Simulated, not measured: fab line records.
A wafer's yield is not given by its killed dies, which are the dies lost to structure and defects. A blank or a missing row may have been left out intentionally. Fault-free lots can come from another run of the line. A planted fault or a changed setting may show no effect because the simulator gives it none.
Split-lot trial ; flow gf180mcu ; 5 lots, 27 wafers read, on a route of 602 steps

== ON THE SPLIT ==
At GF_PSD_DEVELOP_06 (develop time 60 s), the setting develop-time-s was moved away from the recipe's 60 s on 6 of the 27 wafers read, by +17.5% to +39.5%. This setting was run at the recipe's value on the other wafers.

There is no step in the file separating the split from the reading.

== THE READING ==
Shown in nm: cd-nm at GF_PSD_CD_MEAS_07, with target cd 400 nm. Fault-free wafers of this fab line usually give 400.9 nm, standard deviation 2.2 nm.

wafer;tool, chamber at the split;develop-time-s as run, s;against the recipe;cd-nm, nm;against lot-mates on the recipe
L074.1;litho-track-01, 0;60;recipe;400.9;-
L074.2;litho-track-01, 0;60;recipe;399.8;-
L074.3;litho-track-01, 0;60;recipe;400.0;-
L074.4;litho-track-01, 0;60;recipe;402.4;-
L074.5;litho-track-01, 0;60;recipe;399.2;-
L074.6;litho-track-01, 0;60;recipe;401.7;-
L078.1;litho-track-01, 0;60;recipe;399.8;-
L078.2;litho-track-01, 0;70.51;+17.5%;415.4;+15.3
L078.3;litho-track-01, 0;60;recipe;400.6;-
L078.4;litho-track-01, 0;70.51;+17.5%;415.6;+15.5
L078.5;litho-track-01, 0;60;recipe;399.8;-
L078.6;litho-track-01, 0;70.51;+17.5%;412.7;+12.6
L079.2;litho-track-01, 0;60;recipe;400.1;-
L079.4;litho-track-01, 0;60;recipe;399.9;-
L079.6;litho-track-01, 0;60;recipe;399.4;-
L082.1;litho-track-02, 0;83.68;+39.5%;432.0;+30.0
L082.2;litho-track-02, 0;60;recipe;401.6;-
L082.3;litho-track-02, 0;83.68;+39.5%;432.4;+30.4
L082.4;litho-track-02, 0;83.68;+39.5%;431.4;+29.4
L082.5;litho-track-02, 0;60;recipe;402.5;-
L082.6;litho-track-02, 0;60;recipe;401.9;-
L084.1;litho-track-02, 0;60;recipe;400.8;-
L084.2;litho-track-02, 0;60;recipe;401.2;-
L084.3;litho-track-02, 0;60;recipe;400.1;-
L084.4;litho-track-02, 0;60;recipe;402.0;-
L084.5;litho-track-02, 0;60;recipe;401.5;-
L084.6;litho-track-02, 0;60;recipe;402.8;-

THE FIT
A straight line over all 27 wafers: cd-nm changes by +0.787 nm for each +1% of develop-time-s; r = +0.99; the points scatter about the line by 1.1 nm.
The same after taking each lot's own level away (the mean of its wafers on the recipe; 27 wafers): +0.767 nm for each +1%; r = +1.00; scatter 0.94 nm.
That fit puts the effect of the largest move of develop-time-s on the reading at 30 nm.
From 399.80 to 402.00 nm: that is the span of the lots' own levels, equal to 1.0 times the standard deviation above.
Consequently the slope shifts little with the lot-to-lot level, the two slopes agreeing.
Check: +30.5 nm against its lot-mates is what the line predicts for one of the wafers moved furthest among these (+39.5%) when that wafer is left out of the fit. Against them it came out at +30 nm.

== OTHER SPLITS APPLIED TO THESE WAFERS ==
Note: prior to the reading, these wafers also went through further splits. Each is held against what the fit with the lots' levels taken away leaves over:
other split on the same wafers;wafers away from the commonest value;r with cd-nm (lot level and that fit taken away)
GF_POLY_GATE_ETCH_13 time-s;12;-0.24

== THE FILE'S OWN FIT ==
cd-nm changes by +0.77 nm for each +1% of develop-time-s, r = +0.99.
